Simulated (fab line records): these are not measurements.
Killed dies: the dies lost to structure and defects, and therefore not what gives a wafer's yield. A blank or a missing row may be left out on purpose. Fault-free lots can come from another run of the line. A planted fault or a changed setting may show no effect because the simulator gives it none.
Split-lot trial ; flow gf180mcu ; on a route of 602 steps: 5 lots, 23 wafers read

THE SPLIT
At GF_VT_IMPLANT_STRIP_20 (strips in O2/N2), the setting power w was moved away from the recipe's 1400 W on 10 of the 23 wafers read, by -10.9% to +7.4%. This setting was run at the recipe's value on the other wafers.

The reading is taken at the split's own step.

THE READING
oes product au, in a.u., at GF_VT_IMPLANT_STRIP_20 (strips in O2/N2). On this fab line, fault-free wafers typically give 0.715 a.u. with a standard deviation of 0.0042 a.u.

wafer;tool, chamber at the split;power w as run, W;against the recipe;oes product au, a.u.;against lot-mates on the recipe
L075.1;plasma asher-01, 0;1481;+5.8%;0.739;+0.020
L075.2;plasma asher-01, 1;1481;+5.8%;0.743;+0.024
L075.3;plasma asher-01, 1;1400;recipe;0.721;-
L075.5;plasma asher-01, 0;1400;recipe;0.716;-
L075.6;plasma asher-01, 1;1400;recipe;0.719;-
L077.1;plasma asher-04, 1;1248;-10.9%;0.666;-0.043
L077.2;plasma asher-04, 0;1248;-10.9%;0.673;-0.036
L077.4;plasma asher-04, 1;1400;recipe;0.709;-
L077.5;plasma asher-04, 0;1248;-10.9%;0.676;-0.033
L077.6;plasma asher-04, 1;1400;recipe;0.710;-
L076.1;plasma asher-04, 0;1400;recipe;0.721;-
L076.2;plasma asher-04, 1;1490;+6.4%;0.741;+0.023
L076.3;plasma asher-04, 0;1490;+6.4%;0.741;+0.023
L076.4;plasma asher-04, 1;1490;+6.4%;0.744;+0.026
L076.5;plasma asher-04, 1;1400;recipe;0.714;-
L082.1;plasma asher-04, 1;1400;recipe;0.711;-
L082.2;plasma asher-04, 0;1400;recipe;0.713;-
L082.5;plasma asher-04, 1;1400;recipe;0.718;-
L084.1;plasma asher-04, 0;1400;recipe;0.710;-
L084.2;plasma asher-04, 1;1503;+7.4%;0.747;+0.029
L084.3;plasma asher-04, 0;1400;recipe;0.720;-
L084.5;plasma asher-04, 0;1503;+7.4%;0.749;+0.031
L084.6;plasma asher-04, 1;1400;recipe;0.724;-

FIT RESULTS
A straight line over all 23 wafers: oes product au changes by +0.00414 a.u. for each +1% of power w; r = +0.98; the points scatter about the line by 0.0043 a.u.
The same after taking each lot's own level away (the mean of its wafers on the recipe; 23 wafers): +0.00367 a.u. for each +1%; r = +0.99; scatter 0.0035 a.u.
According to that fit, moving power w by its largest amount changes the reading by 0.04 a.u.
Measured against the standard deviation above, the lots' own levels, which go from 0.7095 to 0.7187 a.u., span 2.2 times it.
So the lot-to-lot level changes the slope: the two fits differ.
Check: with one of the wafers moved furthest among these (-10.9%) left out of the fit, the line predicts -0.0377 a.u. for it against its lot-mates. Against them it came out at -0.0435 a.u.
Tool readings at the split's step, against how far the setting was moved: oes product au r = +0.98; strip time to endpoint s r = -1.00.

ADDITIONAL SPLITS CARRIED BY THESE WAFERS
These wafers also went through other splits before the reading. Each is held against what the fit with the lots' levels taken away leaves over:
other split on the same wafers;wafers away from the commonest value;r with oes product au (lot level and that fit taken away)
GF_DNWELL_STRIP_08 platen temp c;11;-0.16
GF_NWELL_IMPLANT_08 energy kev;5;+0.05
GF_MVPSD_IMPLANT_08 dose cm2;10;-0.15

THE WHOLE CHAIN: every reading that the file lists as answering this split, in the file's order
step;what it does;reading;change (the file's fit);r (the file's)
GF_VT_IMPLANT_STRIP_20;strips in O2/N2;oes product au;+0.00374 a.u. for each +1% of the setting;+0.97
GF_VT_IMPLANT_STRIP_20;strips in O2/N2;strip time to endpoint s;withheld for each +1% of the setting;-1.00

THE FILE'S OWN FIT
oes product au changes by +0.00374 a.u. for each +1% of power w, r = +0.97.
